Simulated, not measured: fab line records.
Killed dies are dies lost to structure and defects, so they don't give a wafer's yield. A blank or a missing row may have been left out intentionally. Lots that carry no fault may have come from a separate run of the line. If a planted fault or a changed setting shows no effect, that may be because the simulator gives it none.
Matching of chambers ; flow sky130 ; SKY_METAL3_ETCH_17 on rie_diel-01: 4 sister chambers
The step etches SiO2 in C4F8/O2/Ar, stops on TiN, time 3.9 s, target depth 15 nm. 8 wafers are shown with their chamber, then 9 later ones without.

WAFERS WITH THEIR CHAMBER
wafer;chamber;oes_product_au (a.u.)
L644.1;3;0.750
L644.5;0;0.760
L645.2;2;0.764
L645.3;1;0.767
L645.5;2;0.775
L649.1;3;0.756
L649.2;0;0.753
L649.3;1;0.768

WAFERS WHOSE CHAMBER IS MISSING
wafer;oes_product_au (a.u.)
L652.1;0.743
L652.3;0.757
L652.4;0.757
L653.2;0.751
L653.3;0.761
L653.5;0.751
L655.1;0.760
L655.5;0.779
L655.6;0.766

WHICH CHAMBER EACH WENT THROUGH
wafer;from the rows above;in truth
L652.1;can't be placed: 3 or 0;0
L652.3;can't be placed: 0 or 3 or 1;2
L652.4;can't be placed: 0 or 3 or 1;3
L653.2;can't be placed: 3 or 0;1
L653.3;can't be placed: 0 or 1 or 3 or 2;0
L653.5;can't be placed: 3 or 0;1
L655.1;can't be placed: 0 or 3 or 1 or 2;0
L655.5;can't be placed: 2 or 1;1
L655.6;can't be placed: 1 or 2 or 0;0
Correct placement for 0 of the 9. These rows do not allow placing 9 (true chamber among the candidates in 6). Wrongly placed: 0.
How it was worked out, from the rows above alone: a wafer's distance from a chamber is the root of the sum, over the readings, of the square of ((its reading less the chamber's mean) divided by the reading's scatter). If the next closest chamber is less than 2 further off than the closest, the wafer can't be placed; otherwise it belongs to the closest. A chamber's mean is the mean of its shown wafers. The scatter: the root of (the sum of the squares of (reading less its chamber's mean) over the shown wafers, divided by (wafers less chambers)).
